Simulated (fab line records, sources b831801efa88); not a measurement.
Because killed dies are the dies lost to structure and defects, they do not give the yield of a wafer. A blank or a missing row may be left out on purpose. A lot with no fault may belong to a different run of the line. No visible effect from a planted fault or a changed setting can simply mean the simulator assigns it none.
fab line records | flow sky130
record: lots: 13 wafers: 39 lastDay: 50
route steps=708 shown VT_ADJUST_LVTN@118 VT_ADJUST_HVTR@141 SONOS_TUNNEL@161 SONOS_ONO@168
lots with no fault: from the same line, run without faults
startH: the number of hours between the record's first day and the start of the first shown wafer of the lot | waitH: how many hours have passed since the lot's step before this one | " unchanged from the row above | L1.1+2: several wafers, shown together as one row | - no value present, or no start provided | * or withheld: withheld | < > ~ a bound
route shown NAME@n: names a module that has steps shown in the file, with the first one's number in the route | usual: the fault-free wafers' mean and standard deviation | same: alike in all rows | chamber/n: place in a boat | sites: the reading at each site | _std_site: how widely they spread, as a standard deviation | _edge_site: inner sites' mean taken away from outer sites' mean | radiusMm: for every site, how far away it sits from the centre of the wafer | mask NAME#n: copy n | behind: the last tool/chamber to shape the wafer | hold: what put the lot on hold/how long, in hours/how the hold closed | device: whichever transistor did not switch (one of n, p or np) | end of line: tests run on the same wafers once the route is complete | for a step that has no rows: nothing shown but its recipe | killed: count of dies lost to structure and defects at first sort (not the wafer's yield) | map: a wafer's dies, x killed, . not, _ none there
set.NAME: the setting that was run; set.NAME@STEP: the one run at that earlier step | model.NAME: the simulator's own value behind a step, which no gauge read
one table for each step of the route and one row for each wafer, over a sample of lots
services: the hour from which a tool's chamber was out of use, counted from the record's first day as startH (under 0 if before that day), plus the number of hours and why
== steps ==
step: SKY_VT_ADJUST_LVTN_TW_MEAS_21
usual: VT_ADJUST_LVTN_2_TW: 188.3/1.1
columns lot.wafer tool chamber startH waitH VT_ADJUST_LVTN_2_TW
L683.1 filmMetro-03 - 153.15 0.1 188.0
L683.4 " - " " 189.3
L683.6 " - " " 189.1
L686.2 filmMetro-03 - 178.78 0.1 188.2
L686.3 " - " " 187.9
L686.4 " - " " 188.3
L687.2 filmMetro-03 - 186.18 0.1 188.7
L687.5 " - " " 188.7
L687.6 " - " " 188.6
L688.1 filmMetro-03 - 206.55 0.1 188.3
L688.3 " - " " 187.9
L688.6 " - " " 187.4
L689.1 filmMetro-03 - 208.66 0.1 187.4
L689.2 " - " " 187.8
L689.3 " - " " 187.8
L690.2 filmMetro-02 - 209.57 0.1 188.2
L690.4 " - " " 188.8
L690.5 " - " " 187.1
L698.2 filmMetro-01 - 263.47 0.1 189.4
L698.4 " - " " 189.5
L698.5 " - " " 189.5
L699.1 filmMetro-03 - 269.79 0.1 186.3
L699.4 " - " " 186.9
L699.6 " - " " 186.7
L702.3 filmMetro-01 - 293.94 0.1 188.5
L702.4 " - " " 188.4
L702.6 " - " " 188.8
L703.1 filmMetro-02 - 309.67 0.1 188.4
L703.5 " - " " 188.6
L703.6 " - " " 188.6
L704.1 filmMetro-03 - 320.76 0.1 186.9
L704.2 " - " " 187.2
L704.4 " - " " 186.4
L706.2 filmMetro-03 - 323.56 0.1 186.3
L706.3 " - " " 186.2
L706.6 " - " " 186.3
L705.1 filmMetro-01 - 325.35 0.1 188.1
L705.2 " - " " 188.0
L705.3 " - " " 188.2
step: SKY_VT_ADJUST_HVTR_STRIP_10
recipe: chemistry: O2/N2 powerW: 1400 pressureMtorr: 1500 platenTempC: withheld o2FlowSccm: 3000 n2FlowSccm: 300 overashFraction: 0.5
usual: drypumpMotorCurrentA: 5.7/0.36 oesProductAu: 0.716/0.0043 stripTimeToEndpointS: 14.17/0.042
columns lot.wafer tool chamber startH waitH drypumpMotorCurrentA oesProductAu rfHoursCounterH stripTimeToEndpointS
L683.1 plasmaAsher-03 1 194.03 0.1 5.7 0.716 37 14.17
L683.4 " 1 " " 5.7 0.719 - 14.11
L683.6 " 0 " " 5.5 0.715 - 14.14
L686.2 plasmaAsher-04 0 220.94 0.1 6.1 0.718 55 14.12
L686.3 " 0 " " 6.1 0.719 - 14.10
L686.4 " 1 " " 6.0 0.716 - 14.14
L687.2 plasmaAsher-04 1 229.54 0.1 6.0 0.716 56 14.11
L687.5 " 0 " " 6.1 0.715 - 14.11
L687.6 " 1 " " 6.0 0.711 - 14.16
L688.1 plasmaAsher-04 0 252.24 0.1 6.1 0.719 57 14.18
L688.3 " 1 " " 6.0 0.720 - 14.18
L688.6 " 0 " " 6.1 0.713 - 14.16
L689.1 plasmaAsher-04 1 255.64 0.1 6.0 0.713 57 14.19
L689.2 " 0 " " 6.1 0.710 57 14.18
L689.3 " 1 " " 6.0 0.717 - 14.18
L690.2 plasmaAsher-04 1 256.82 0.1 6.0 0.716 57 14.17
L690.4 " 1 " " 6.0 0.709 - 14.16
L690.5 " 1 " " 6.0 0.717 - 14.21
L698.2 plasmaAsher-02 1 313.68 0.1 5.6 0.721 20 14.11
L698.4 " 1 " " 5.6 0.719 - 14.11
L698.5 " 1 " " 5.6 0.714 - 14.13
L699.1 plasmaAsher-03 1 319.88 0.1 5.8 0.711 50 14.21
L699.4 " 0 " " 5.5 0.716 - 14.18
L699.6 " 1 " " 5.7 0.711 - 14.16
L702.3 plasmaAsher-04 0 346.77 0.1 6.1 0.719 - 14.22
L702.4 " 1 " " 6.0 0.716 - 14.16
L702.6 " 0 " " 6.1 0.715 - 14.20
L703.1 plasmaAsher-04 1 363.62 0.1 6.0 0.716 68 14.25
L703.5 " 0 " " 6.1 0.719 - 14.21
L703.6 " 1 " " 6.0 0.710 - 14.25
L704.1 plasmaAsher-04 0 375.38 0.1 6.1 0.707 69 14.24
L704.2 " 1 " " 6.0 0.722 69 14.17
L704.4 " 1 " " 6.0 0.712 - 14.19
L706.2 plasmaAsher-03 1 379.88 0.1 5.8 0.712 55 14.22
L706.3 " 0 " " 5.5 0.714 - 14.25
L706.6 " 0 " " 5.5 0.724 - 14.23
L705.1 plasmaAsher-02 0 381.34 0.1 4.9 0.709 27 14.14
L705.2 " 1 " " 5.6 0.714 27 14.14
L705.3 " 0 " " 5.0 0.713 - 14.13
step: SKY_SONOS_TUNNEL_CD_MEAS_07
recipe: targetCdNm: 410
usual: cdNm: 409.8/2.1
columns lot.wafer tool chamber startH waitH cdNm
L683.1 cdSem-01 - 238.21 0.1 411.9
L683.4 " - " " 413.8
L683.6 " - " " 411.6
L686.2 cdSem-02 - 269.18 0.1 412.2
L686.3 " - " " 412.5
L686.4 " - " " 412.2
L687.2 cdSem-01 - 276.75 0.1 410.6
L687.5 " - " " 410.5
L687.6 " - " " 411.6
L688.1 cdSem-02 - 301.54 0.1 408.4
L688.3 " - " " 407.4
L688.6 " - " " 407.5
L689.1 cdSem-01 - 305.04 0.1 410.8
L689.2 " - " " 409.5
L689.3 " - " " 410.8
L690.2 cdSem-01 - 306.16 0.1 411.3
L690.4 " - " " 410.4
L690.5 " - " " 412.4
L698.2 cdSem-02 - 368.50 0.1 409.1
L698.4 " - " " 410.8
L698.5 " - " " 410.3
L699.1 cdSem-02 - 374.54 0.1 409.9
L699.4 " - " " 411.0
L699.6 " - " " 409.4
L702.3 cdSem-02 - 400.78 0.1 408.1
L702.4 " - " " 407.6
L702.6 " - " " 407.5
L703.1 cdSem-02 - 419.73 0.1 410.8
L703.5 " - " " 410.5
L703.6 " - " " 411.3
L704.1 cdSem-02 - 431.97 0.1 411.4
L704.2 " - " " 411.8
L704.4 " - " " 411.9
L706.2 cdSem-01 - 436.54 0.1 410.7
L706.3 " - " " 410.0
L706.6 " - " " 408.6
L705.1 cdSem-01 - 439.47 0.1 407.7
L705.2 " - " " 405.8
L705.3 " - " " 408.9
step: SKY_SONOS_ONO_OXIDATION_00
recipe: tempC: 800 ambient: O2 idleTempC: 700 rampUpCPerMin: 10 rampDownCPerMin: 3 stabiliseS: 600 purgeS: 300 targetThkA: 26 oxTimeS: 1249
columns lot.wafer tool chamber startH waitH
L683.1+4+6 furnace-02 0 239.05 0.0
L686.2+3+4 furnace-01 0 271.05 1.2
L687.2+5+6 furnace-01 0 277.87 0.5
L688.1+3+6 furnace-01 0 304.44 2.2
L689.1+2+3 furnace-01 0 307.29 1.6
L690.2+4+5 furnace-01 0 307.29 0.5
L698.2+4+5 furnace-01 0 370.34 1.2
L699.1+4+6 furnace-02 0 377.45 2.3
L702.3+4+6 furnace-01 0 401.38 0.0
L703.1+5+6 furnace-02 0 420.38 0.0
L704.1+2+4 furnace-02 0 433.84 1.2
L706.2+3+6 furnace-02 0 438.07 0.9
L705.1+2+3 furnace-02 0 440.67 0.6
step: SKY_SONOS_ONO_THK_MEAS_01
recipe: reads: SiO2_of_SONOS_ONO_OXIDATION_00
usual: SONOS_ONO_OXIDATION_THK: 2.61/0.049
columns lot.wafer tool chamber startH waitH SONOS_ONO_OXIDATION_THK[nm]
L683.1 filmMetro-04 - 240.40 0.0 2.55
L683.4 " - " " 2.72
L683.6 " - " " 2.60
L686.2 filmMetro-04 - 272.40 0.0 2.60
L686.3 " - " " 2.55
L686.4 " - " " 2.66
L687.2 filmMetro-01 - 279.22 0.0 2.68
L687.5 " - " " 2.71
L687.6 " - " " 2.64
L688.1 filmMetro-01 - 305.78 0.0 2.91
L688.3 " - " " 2.85
L688.6 " - " " 2.93
L689.1 filmMetro-04 - 308.64 0.0 2.94
L689.2 " - " " 2.96
L689.3 " - " " 2.89
L690.2 filmMetro-04 - 308.71 0.1 2.86
L690.4 " - " " 2.89
L690.5 " - " " 2.93
L698.2 filmMetro-01 - 371.69 0.0 2.58
L698.4 " - " " 2.57
L698.5 " - " " 2.52
L699.1 filmMetro-01 - 378.80 0.0 2.60
L699.4 " - " " 2.56
L699.6 " - " " 2.54
L702.3 filmMetro-04 - 402.75 0.0 2.61
L702.4 " - " " 2.63
L702.6 " - " " 2.61
L703.1 filmMetro-01 - 421.72 0.0 2.62
L703.5 " - " " 2.64
L703.6 " - " " 2.64
L704.1 filmMetro-01 - 435.19 0.0 2.60
L704.2 " - " " 2.64
L704.4 " - " " 2.65
L706.2 filmMetro-04 - 439.43 0.0 2.53
L706.3 " - " " 2.61
L706.6 " - " " 2.60
L705.1 filmMetro-04 - 442.02 0.0 2.60
L705.2 " - " " 2.47
L705.3 " - " " 2.57
== services ==
columns tool chamber startH hours kind
furnace-02 - 181.63 12.9 pm
furnace-02 - 203.93 7.2 repair
plasmaAsher-04 - 234.66 15.0 repair
furnace-01 - 255.86 2.3 pm
furnace-02 - 300.23 3.1 pm
furnace-01 - 313.05 3.4 pm
plasmaAsher-04 - 336.06 1.0 repair
plasmaAsher-03 - 346.03 2.8 pm
plasmaAsher-03 - 361.68 6.0 repair
furnace-02 - 409.20 3.4 pm
== key ==
firstSign: step: SKY_SONOS_ONO_THK_MEAS_01 reading: SONOS_ONO_OXIDATION_THK direction: up sigmas: 6.2 usual: 2.61 struck: 2.91
effect none on later readings
metAt SKY_SONOS_ONO_OXIDATION_00
struckLots L688,L689,L690
testerLeftOut L688,L689,L690
notActingAt SKY_VT_ADJUST_LVTN_TW_MEAS_21,SKY_VT_ADJUST_HVTR_STRIP_10,SKY_SONOS_TUNNEL_CD_MEAS_07
onsetBetween 277.87 304.44
fault: kind: processParameterDrift tool: furnace-01 chamber: - onsetH: 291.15 steps: SKY_SONOS_ONO_OXIDATION_00 channel: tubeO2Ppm offset: 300 shape: step endH: 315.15
testerLeftOut: of these lots the tester's yield and bins aren't shown, on N5 and GAA mostly nor the transistor test; their killed dies are dies lost to structure and defects alone, not to doping, threshold or leakage, so they don't give the yield
